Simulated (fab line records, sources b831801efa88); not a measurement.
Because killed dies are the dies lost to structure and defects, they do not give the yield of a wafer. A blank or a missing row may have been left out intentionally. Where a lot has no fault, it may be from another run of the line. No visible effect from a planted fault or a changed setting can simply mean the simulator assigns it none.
fab line records	flow gf180mcu
record: lots: 24	wafers: 72	last_day: 34
route steps=602 shown MIM@508 V5@545 TOP_METAL@568 PASSIVATION@587
lots that met no fault: taken from a fault-free run of the same line
start_h: hours from the record's opening day to when the first of the lot's shown wafers began	wait_h: time in hours since the lot's previous step	" repeats the value in the row above	L1.1+2: one row covering several wafers at once	- no value present, or no start provided	* or withheld: withheld	< > ~ a bound
route shown NAME@n: NAME is a module with steps in the file, n the number in the route of the first one	usual: mean/standard deviation of fault-free wafers	same: alike in all rows	chamber/n: place in a boat	sites: readings site by site	_std_site: standard deviation across them	_edge_site: outer sites' mean less inner sites'	radius_mm: how far each site lies from the wafer's centre	mask NAME#n: copy n	behind: the tool/chamber that last shaped the wafer	hold: what put the lot on hold/how long, in hours/how the hold closed	device: the transistor (n, p or np) that didn't switch	end of line: at the end of the route, the tests of the same wafers	step lacking rows: just its recipe	killed: not the wafer's yield, but the dies lost to structure and defects at the first sort	map: shows each die of a wafer: x if killed, . if not, _ if none is there
set.NAME: setting as actually run; set.NAME@STEP: the setting as run at that earlier step	model.NAME: the simulator's own value behind a step, which no gauge read
steps of the route over a sample of lots; a table a step, a row a wafer
services: a tool's chamber out of use, with start hour (start_h, from the record's first day; less than 0 if before it), hours out, and reason
== steps ==
step: GF_MIM_CVD_05
recipe: material: Si3N4	target_thk_nm: 42	temp_max_c: 400	temp_c: 385	time_s: 29.086	rf_w: 450
usual: heater_power_w: 645/90
lot.wafer	tool	chamber	start_h	wait_h	heater_power_w
L074.2	pecvd-01	1	553.28	0.0	691
L074.4	"	0	"	"	618
L074.6	"	2	"	"	607
L075.2	pecvd-01	2	568.40	0.0	692
L075.3	"	0	"	"	694
L075.6	"	2	"	"	680
L076.1	pecvd-04	0	570.53	0.0	427
L076.2	"	1	"	"	711
L076.5	"	1	"	"	709
L077.1	pecvd-04	0	582.18	0.0	488
L077.4	"	0	"	"	474
L077.6	"	1	"	"	694
L078.3	pecvd-01	1	591.50	0.0	647
L078.4	"	1	"	"	654
L078.6	"	0	"	"	720
L079.3	pecvd-01	2	601.97	0.0	658
L079.5	"	2	"	"	664
L079.6	"	1	"	"	611
L080.3	pecvd-03	2	605.80	0.0	634
L080.4	"	2	"	"	642
L080.6	"	0	"	"	838
L081.2	pecvd-01	1	620.73	0.0	656
L081.5	"	1	"	"	672
L081.6	"	0	"	"	643
L082.1	pecvd-03	2	621.33	0.0	657
L082.2	"	1	"	"	619
L082.5	"	0	"	"	798
L083.2	pecvd-04	0	635.33	0.0	462
L083.3	"	1	"	"	678
L083.4	"	0	"	"	468
L084.1	pecvd-03	1	640.07	0.0	613
L084.3	"	2	"	"	567
L084.5	"	1	"	"	634
L085.1	pecvd-03	2	652.94	0.0	600
L085.2	"	2	"	"	587
L085.5	"	2	"	"	597
L086.3	pecvd-04	0	653.62	0.0	434
L086.4	"	1	"	"	714
L086.5	"	2	"	"	764
L087.1	pecvd-01	1	666.06	0.0	627
L087.3	"	0	"	"	618
L087.5	"	0	"	"	641
L088.1	pecvd-01	2	672.03	0.0	733
L088.4	"	0	"	"	601
L088.6	"	2	"	"	743
L089.1	pecvd-04	1	683.03	0.0	619
L089.5	"	0	"	"	468
L089.6	"	1	"	"	619
L090.2	pecvd-04	0	695.86	0.0	455
L090.3	"	0	"	"	461
L090.5	"	0	"	"	470
L091.2	pecvd-03	2	704.73	0.0	576
L091.4	"	0	"	"	796
L091.6	"	1	"	"	680
L092.2	pecvd-03	1	709.79	0.0	627
L092.4	"	0	"	"	699
L092.6	"	2	"	"	596
L093.3	pecvd-03	2	712.35	0.0	661
L093.4	"	2	"	"	676
L093.6	"	0	"	"	801
L094.2	pecvd-04	1	715.09	0.0	686
L094.4	"	0	"	"	417
L094.5	"	2	"	"	772
L095.1	pecvd-01	1	718.03	0.0	668
L095.2	"	2	"	"	689
L095.3	"	0	"	"	604
L096.4	pecvd-01	0	724.41	0.0	668
L096.5	"	2	"	"	698
L096.6	"	1	"	"	623
L097.1	pecvd-01	2	733.57	0.0	653
L097.3	"	0	"	"	605
L097.5	"	2	"	"	653
step: GF_MIM_RS_MEAS_10
recipe: thk_meas_gauge: four-point-probe	reads: TiN_of_MIM_SPUTTER_09+AlCu_of_MIM_SPUTTER_08+TiN_of_MIM_SPUTTER_07
usual: MIM_ALCU_RS: 0.1601/0.0016
lot.wafer	tool	chamber	start_h	wait_h	MIM_ALCU_RS[ohm/sq]
L074.2	film_metro-02	-	553.49	0.0	0.1606
L074.4	"	-	"	"	0.1593
L074.6	"	-	"	"	0.1590
L075.2	film_metro-01	-	568.62	0.0	0.1608
L075.3	"	-	"	"	0.1596
L075.6	"	-	"	"	0.1600
L076.1	film_metro-02	-	570.72	0.0	0.1592
L076.2	"	-	"	"	0.1630
L076.5	"	-	"	"	0.1619
L077.1	film_metro-01	-	582.38	0.0	0.1597
L077.4	"	-	"	"	0.1606
L077.6	"	-	"	"	0.1598
L078.3	film_metro-04	-	591.73	0.1	0.1603
L078.4	"	-	"	"	0.1583
L078.6	"	-	"	"	0.1582
L079.3	film_metro-04	-	602.20	0.1	0.1601
L079.5	"	-	"	"	0.1600
L079.6	"	-	"	"	0.1619
L080.3	film_metro-02	-	606.03	0.1	0.1597
L080.4	"	-	"	"	0.1581
L080.6	"	-	"	"	0.1595
L081.2	film_metro-01	-	620.94	0.0	0.1610
L081.5	"	-	"	"	0.1626
L081.6	"	-	"	"	0.1579
L082.1	film_metro-02	-	621.52	0.0	0.1622
L082.2	"	-	"	"	0.1596
L082.5	"	-	"	"	0.1591
L083.2	film_metro-04	-	635.54	0.0	0.1590
L083.3	"	-	"	"	0.1608
L083.4	"	-	"	"	0.1573
L084.1	film_metro-02	-	640.26	0.0	0.1579
L084.3	"	-	"	"	0.1603
L084.5	"	-	"	"	0.1610
L085.1	film_metro-01	-	653.20	0.0	0.1586
L085.2	"	-	"	"	0.1576
L085.5	"	-	"	"	0.1581
L086.3	film_metro-01	-	653.85	0.1	0.1583
L086.4	"	-	"	"	0.1581
L086.5	"	-	"	"	0.1603
L087.1	film_metro-04	-	666.25	0.0	0.1602
L087.3	"	-	"	"	0.1628
L087.5	"	-	"	"	0.1598
L088.1	film_metro-01	-	672.22	0.0	0.1615
L088.4	"	-	"	"	0.1599
L088.6	"	-	"	"	0.1622
L089.1	film_metro-02	-	683.23	0.0	0.1599
L089.5	"	-	"	"	0.1609
L089.6	"	-	"	"	0.1613
L090.2	film_metro-02	-	696.09	0.0	0.1598
L090.3	"	-	"	"	0.1571
L090.5	"	-	"	"	0.1605
L091.2	film_metro-02	-	704.94	0.0	0.1603
L091.4	"	-	"	"	0.1605
L091.6	"	-	"	"	0.1587
L092.2	film_metro-04	-	710.01	0.0	0.1626
L092.4	"	-	"	"	0.1610
L092.6	"	-	"	"	0.1614
L093.3	film_metro-01	-	712.58	0.1	0.1610
L093.4	"	-	"	"	0.1618
L093.6	"	-	"	"	0.1614
L094.2	film_metro-02	-	715.31	0.0	0.1594
L094.4	"	-	"	"	0.1620
L094.5	"	-	"	"	0.1623
L095.1	film_metro-02	-	718.23	0.0	0.1606
L095.2	"	-	"	"	0.1593
L095.3	"	-	"	"	0.1613
L096.4	film_metro-04	-	724.65	0.1	0.1597
L096.5	"	-	"	"	0.1609
L096.6	"	-	"	"	0.1590
L097.1	film_metro-01	-	733.76	0.0	0.1594
L097.3	"	-	"	"	0.1602
L097.5	"	-	"	"	0.1607
step: GF_V5_BOW_MEAS_05
recipe: mode: bow
usual: V5_BOW: 131/8.6
lot.wafer	tool	chamber	start_h	wait_h	V5_BOW[um]
L074.2	film_metro-03	-	597.77	0.2	133
L074.4	"	-	"	"	137
L074.6	"	-	"	"	148
L075.2	film_metro-02	-	612.18	0.1	141
L075.3	"	-	"	"	142
L075.6	"	-	"	"	129
L076.1	film_metro-03	-	614.96	0.1	119
L076.2	"	-	"	"	117
L076.5	"	-	"	"	131
L077.1	film_metro-04	-	625.96	0.1	130
L077.4	"	-	"	"	145
L077.6	"	-	"	"	131
L078.3	film_metro-02	-	634.85	0.1	129
L078.4	"	-	"	"	131
L078.6	"	-	"	"	139
L079.3	film_metro-02	-	644.13	0.3	141
L079.5	"	-	"	"	125
L079.6	"	-	"	"	126
L080.3	film_metro-04	-	648.67	0.1	134
L080.4	"	-	"	"	115
L080.6	"	-	"	"	121
L081.2	film_metro-04	-	661.96	0.3	130
L081.5	"	-	"	"	136
L081.6	"	-	"	"	138
L082.1	film_metro-03	-	662.96	0.2	132
L082.2	"	-	"	"	131
L082.5	"	-	"	"	132
L083.2	film_metro-02	-	676.16	0.2	121
L083.3	"	-	"	"	126
L083.4	"	-	"	"	118
L084.1	film_metro-04	-	680.12	0.1	122
L084.3	"	-	"	"	117
L084.5	"	-	"	"	127
L085.1	film_metro-03	-	693.05	0.2	137
L085.2	"	-	"	"	132
L085.5	"	-	"	"	136
L086.3	film_metro-03	-	693.57	0.2	121
L086.4	"	-	"	"	121
L086.5	"	-	"	"	129
L087.1	film_metro-03	-	704.80	0.1	123
L087.3	"	-	"	"	137
L087.5	"	-	"	"	131
L088.1	film_metro-02	-	711.38	0.1	130
L088.4	"	-	"	"	139
L088.6	"	-	"	"	125
L089.1	film_metro-03	-	720.25	0.2	129
L089.5	"	-	"	"	133
L089.6	"	-	"	"	138
L090.2	film_metro-03	-	733.67	0.3	141
L090.3	"	-	"	"	134
L090.5	"	-	"	"	130
L091.2	film_metro-03	-	740.73	0.1	114
L091.4	"	-	"	"	122
L091.6	"	-	"	"	117
L092.2	film_metro-02	-	746.14	0.2	138
L092.4	"	-	"	"	119
L092.6	"	-	"	"	127
L093.3	film_metro-03	-	748.26	0.3	128
L093.4	"	-	"	"	131
L093.6	"	-	"	"	148
L094.2	film_metro-02	-	751.24	0.2	127
L094.4	"	-	"	"	130
L094.5	"	-	"	"	143
L095.1	film_metro-03	-	754.56	0.1	117
L095.2	"	-	"	"	116
L095.3	"	-	"	"	131
L096.4	film_metro-03	-	760.20	0.3	131
L096.5	"	-	"	"	137
L096.6	"	-	"	"	145
L097.1	film_metro-02	-	768.86	0.1	132
L097.3	"	-	"	"	116
L097.5	"	-	"	"	114
step: GF_TOP_METAL_SPUTTER_01
recipe: material: TiN	target_thk_nm: 30	power_w: 6500	time_s: 25	chamber_pressure_pa: 0.4
usual: throttle_valve_pct: 29.3/0.99
lot.wafer	tool	chamber	start_h	wait_h	throttle_valve_pct
L074.2	pvd_sputter-04	-	620.25	0.1	31.2
L074.4	"	-	"	"	28.8
L074.6	"	-	"	"	27.8
L075.2	pvd_sputter-02	-	634.27	0.1	28.0
L075.3	"	-	"	"	29.3
L075.6	"	-	"	"	29.0
L076.1	pvd_sputter-02	-	636.88	0.1	27.9
L076.2	"	-	"	"	29.2
L076.5	"	-	"	"	29.2
L077.1	pvd_sputter-02	-	647.55	0.1	29.0
L077.4	"	-	"	"	30.0
L077.6	"	-	"	"	29.3
L078.3	pvd_sputter-04	-	656.21	0.1	28.4
L078.4	"	-	"	"	28.4
L078.6	"	-	"	"	31.2
L079.3	pvd_sputter-02	-	665.50	0.1	29.4
L079.5	"	-	"	"	29.5
L079.6	"	-	"	"	29.1
L080.3	pvd_sputter-02	-	669.73	0.1	30.0
L080.4	"	-	"	"	29.2
L080.6	"	-	"	"	29.5
L081.2	pvd_sputter-03	-	683.25	0.1	30.8
L081.5	"	-	"	"	30.3
L081.6	"	-	"	"	30.2
L082.1	pvd_sputter-02	-	684.25	0.1	28.0
L082.2	"	-	"	"	29.3
L082.5	"	-	"	"	28.7
L083.2	pvd_sputter-02	-	696.04	0.1	30.1
L083.3	"	-	"	"	29.2
L083.4	"	-	"	"	27.8
L084.1	pvd_sputter-04	-	699.93	0.1	28.3
L084.3	"	-	"	"	28.4
L084.5	"	-	"	"	28.7
L085.1	pvd_sputter-03	-	712.87	0.1	30.3
L085.2	"	-	"	"	30.3
L085.5	"	-	"	"	30.2
L086.3	pvd_sputter-02	-	713.23	0.1	29.1
L086.4	"	-	"	"	29.4
L086.5	"	-	"	"	29.2
L087.1	pvd_sputter-04	-	723.54	0.1	28.7
L087.3	"	-	"	"	31.3
L087.5	"	-	"	"	27.7
L088.1	pvd_sputter-04	-	730.55	0.1	28.3
L088.4	"	-	"	"	28.6
L088.6	"	-	"	"	28.6
L089.1	pvd_sputter-02	-	739.00	0.1	28.1
L089.5	"	-	"	"	29.3
L089.6	"	-	"	"	27.7
L090.2	pvd_sputter-02	-	752.26	0.1	27.9
L090.3	"	-	"	"	30.1
L090.5	"	-	"	"	27.7
L091.2	pvd_sputter-02	-	759.27	0.1	29.8
L091.4	"	-	"	"	29.2
L091.6	"	-	"	"	28.9
L092.2	pvd_sputter-03	-	764.05	0.1	30.7
L092.4	"	-	"	"	30.1
L092.6	"	-	"	"	30.3
L093.3	pvd_sputter-02	-	766.39	0.1	29.8
L093.4	"	-	"	"	28.0
L093.6	"	-	"	"	27.5
L094.2	pvd_sputter-03	-	769.00	0.1	30.2
L094.4	"	-	"	"	30.5
L094.5	"	-	"	"	30.4
L095.1	pvd_sputter-04	-	775.34	0.1	28.5
L095.2	"	-	"	"	27.8
L095.3	"	-	"	"	31.1
L096.4	pvd_sputter-02	-	777.60	0.1	27.5
L096.5	"	-	"	"	30.2
L096.6	"	-	"	"	29.8
L097.1	pvd_sputter-02	-	785.35	0.1	29.0
L097.3	"	-	"	"	29.8
L097.5	"	-	"	"	30.0
step: GF_TOP_METAL_METAL_ETCH_16
recipe: chemistry: Cl2/BCl3	mask_material: NOVOLAK	target_depth_nm: 1197	stop_on: SiO2	pressure_mtorr: 8	icp_w: 800	bias_w: 140	Cl2_flow_sccm: 80	bcl3_flow_sccm: 40	time_s: 199.5
usual: drypump_motor_current_A: 6.0/0.43	oes_product_au: 0.993/0.0059	throttle_valve_pct: 28.227/0.0098
lot.wafer	tool	chamber	start_h	wait_h	drypump_motor_current_A	oes_product_au	rf_hours_counter_h	throttle_valve_pct
L074.2	rie_metal-03	0	642.30	0.0	5.6	0.990	10	28.234
L074.4	"	0	"	"	5.6	0.997	-	28.215
L074.6	"	0	"	"	5.6	0.987	-	28.231
L075.2	rie_metal-01	1	654.22	0.0	5.4	0.997	12	28.233
L075.3	"	0	"	"	5.5	0.987	-	28.214
L075.6	"	0	"	"	5.5	0.993	-	28.224
L076.1	rie_metal-01	0	656.70	0.0	5.5	0.990	5	28.233
L076.2	"	1	"	"	5.4	0.988	13	28.218
L076.5	"	1	"	"	5.4	0.996	-	28.241
L077.1	rie_metal-03	1	666.95	0.0	6.2	0.995	10	28.236
L077.4	"	1	"	"	6.2	0.995	-	28.218
L077.6	"	0	"	"	5.6	1.005	-	28.214
L078.3	rie_metal-04	0	675.26	0.1	6.6	1.000	-	28.215
L078.4	"	1	"	"	6.3	0.994	-	28.216
L078.6	"	1	"	"	6.3	0.996	-	28.238
L079.3	rie_metal-03	1	684.33	0.1	6.1	0.998	-	28.221
L079.5	"	1	"	"	6.2	0.991	-	28.224
L079.6	"	0	"	"	5.6	0.999	-	28.229
L080.3	rie_metal-04	0	688.48	0.1	6.6	0.998	-	28.213
L080.4	"	1	"	"	6.3	0.997	-	28.221
L080.6	"	1	"	"	6.3	0.989	-	28.217
L081.2	rie_metal-04	0	701.52	0.0	6.6	0.995	13	28.218
L081.5	"	0	"	"	6.6	0.999	-	28.215
L081.6	"	1	"	"	6.3	0.994	-	28.226
L082.1	rie_metal-03	1	703.12	0.0	6.1	0.985	11	28.236
L082.2	"	0	"	"	5.6	0.985	12	28.229
L082.5	"	0	"	"	5.6	1.007	-	28.234
L083.2	rie_metal-03	0	714.29	0.0	5.6	0.991	13	28.216
L083.3	"	0	"	"	5.6	0.991	-	28.239
L083.4	"	1	"	"	6.2	0.991	-	28.242
L084.1	rie_metal-04	0	717.04	0.0	6.6	1.003	13	28.225
L084.3	"	0	"	"	6.6	1.004	-	28.210
L084.5	"	0	"	"	6.6	1.001	-	28.215
L085.1	rie_metal-01	0	730.64	0.0	5.5	0.998	8	28.237
L085.2	"	1	"	"	5.4	1.003	16	28.224
L085.5	"	1	"	"	5.4	0.987	-	28.227
L086.3	rie_metal-03	0	731.01	0.1	5.6	0.991	-	28.228
L086.4	"	1	"	"	6.1	0.984	-	28.234
L086.5	"	1	"	"	6.2	0.980	-	28.229
L087.1	rie_metal-03	1	740.27	0.0	6.1	0.986	13	28.238
L087.3	"	1	"	"	6.1	0.989	-	28.237
L087.5	"	1	"	"	6.1	0.974	-	28.243
L088.1	rie_metal-01	1	747.29	0.0	5.4	0.992	17	28.217
L088.4	"	0	"	"	5.5	0.993	-	28.213
L088.6	"	1	"	"	5.4	0.995	-	28.214
L089.1	rie_metal-03	1	755.92	0.0	6.2	0.994	14	28.232
L089.5	"	0	"	"	5.6	0.997	-	28.239
L089.6	"	1	"	"	6.2	0.987	-	28.236
L090.2	rie_metal-03	1	768.57	0.0	6.2	0.985	15	28.243
L090.3	"	0	"	"	5.6	0.985	-	28.244
L090.5	"	0	"	"	5.6	0.989	-	28.225
L091.2	rie_metal-04	0	775.77	0.0	6.6	0.994	16	28.251
L091.4	"	1	"	"	6.3	0.989	-	28.230
L091.6	"	0	"	"	6.6	1.002	-	28.232
L092.2	rie_metal-03	1	779.47	0.0	6.1	0.987	15	28.233
L092.4	"	0	"	"	5.7	0.991	-	28.202
L092.6	"	1	"	"	6.2	0.982	-	28.227
L093.3	rie_metal-04	0	781.06	0.1	6.6	0.995	-	28.219
L093.4	"	1	"	"	6.3	0.995	-	28.223
L093.6	"	0	"	"	6.6	0.988	-	28.229
L094.2	rie_metal-04	1	783.52	0.0	6.3	1.000	10	28.225
L094.4	"	1	"	"	6.3	1.000	-	28.192
L094.5	"	1	"	"	6.3	0.995	-	28.224
L095.1	rie_metal-03	0	790.69	0.0	5.7	0.988	17	28.230
L095.2	"	1	"	"	6.2	0.989	16	28.234
L095.3	"	1	"	"	6.1	0.980	-	28.231
L096.4	rie_metal-04	1	793.86	0.1	6.3	0.996	-	28.232
L096.5	"	1	"	"	6.3	0.995	-	28.231
L096.6	"	0	"	"	6.6	0.996	-	28.214
L097.1	rie_metal-01	1	800.69	0.0	5.4	0.985	1	28.222
L097.3	"	1	"	"	5.4	0.990	-	28.241
L097.5	"	1	"	"	5.4	0.996	-	28.229
step: GF_PASSIVATION_CVD_00
recipe: material: SiO2	target_thk_nm: 1000	precursor: TEOS	temp_c: 400	time_s: 111.95	rf_w: 600
usual: heater_power_w: 652/100
lot.wafer	tool	chamber	start_h	wait_h	heater_power_w
L074.2	pecvd-04	1	643.02	0.0	706
L074.4	"	2	"	"	765
L074.6	"	1	"	"	755
L075.2	pecvd-03	2	654.94	0.0	698
L075.3	"	2	"	"	737
L075.6	"	0	"	"	759
L076.1	pecvd-03	2	657.42	0.0	608
L076.2	"	0	"	"	831
L076.5	"	0	"	"	775
L077.1	pecvd-03	1	667.70	0.0	695
L077.4	"	2	"	"	658
L077.6	"	1	"	"	542
L078.3	pecvd-04	1	675.95	0.0	727
L078.4	"	1	"	"	738
L078.6	"	2	"	"	770
L079.3	pecvd-03	0	685.00	0.0	799
L079.5	"	1	"	"	651
L079.6	"	2	"	"	701
L080.3	pecvd-03	0	689.22	0.0	752
L080.4	"	0	"	"	818
L080.6	"	1	"	"	557
L081.2	pecvd-02	2	702.25	0.0	715
L081.5	"	2	"	"	731
L081.6	"	0	"	"	563
L082.1	pecvd-02	0	703.84	0.0	586
L082.2	"	2	"	"	659
L082.5	"	2	"	"	704
L083.2	pecvd-03	2	715.02	0.0	667
L083.3	"	1	"	"	623
L083.4	"	2	"	"	720
L084.1	pecvd-03	1	717.77	0.0	576
L084.3	"	2	"	"	650
L084.5	"	0	"	"	794
L085.1	pecvd-03	1	731.37	0.0	581
L085.2	"	0	"	"	723
L085.5	"	2	"	"	718
L086.3	pecvd-02	0	731.67	0.0	671
L086.4	"	2	"	"	687
L086.5	"	1	"	"	465
L087.1	pecvd-02	2	741.03	0.0	740
L087.3	"	0	"	"	620
L087.5	"	1	"	"	568
L088.1	pecvd-02	0	748.02	0.0	720
L088.4	"	0	"	"	578
L088.6	"	2	"	"	672
L089.1	pecvd-02	2	756.71	0.0	697
L089.5	"	2	"	"	742
L089.6	"	0	"	"	592
L090.2	pecvd-04	1	769.31	0.0	615
L090.3	"	2	"	"	770
L090.5	"	2	"	"	803
L091.2	pecvd-04	2	776.50	0.0	792
L091.4	"	0	"	"	387
L091.6	"	2	"	"	808
L092.2	pecvd-04	2	780.25	0.0	705
L092.4	"	2	"	"	765
L092.6	"	1	"	"	726
L093.3	pecvd-04	1	781.72	0.0	585
L093.4	"	2	"	"	795
L093.6	"	0	"	"	495
L094.2	pecvd-04	0	784.24	0.0	468
L094.4	"	1	"	"	587
L094.5	"	0	"	"	492
L095.1	pecvd-03	2	791.42	0.0	741
L095.2	"	0	"	"	813
L095.3	"	1	"	"	636
L096.4	pecvd-02	2	794.56	0.0	674
L096.5	"	1	"	"	543
L096.6	"	0	"	"	582
L097.1	pecvd-04	0	801.61	0.0	478
L097.3	"	2	"	"	776
L097.5	"	1	"	"	744
== services ==
tool	chamber	start_h	hours	kind
pecvd-02	-	539.04	0.5	repair
pvd_sputter-04	-	552.83	0.6	repair
pvd_sputter-04	-	579.72	5.8	repair
pecvd-03	-	591.12	14.0	pm
pvd_sputter-04	-	618.03	2.0	repair
rie_metal-03	-	619.43	2.1	repair
pecvd-01	-	639.71	3.3	repair
pecvd-03	-	641.10	5.5	pm
pecvd-03	0	649.48	4.6	repair
pecvd-03	1	650.11	10.9	repair
pvd_sputter-02	-	666.11	0.9	repair
pecvd-01	-	669.72	1.5	repair
pecvd-04	2	677.86	27.1	repair
pecvd-01	1	679.03	3.0	repair
pvd_sputter-02	-	697.17	0.5	repair
pecvd-02	-	715.86	2.8	pm
pecvd-04	-	717.61	0.6	repair
pvd_sputter-02	-	744.08	6.6	repair
rie_metal-04	0	746.68	3.7	repair
rie_metal-04	-	753.24	1.2	repair
pvd_sputter-04	-	763.91	2.6	repair
pvd_sputter-04	-	783.17	0.6	repair
pecvd-01	2	789.08	6.4	repair
pecvd-01	-	799.38	14.0	pm
== key ==
fault none
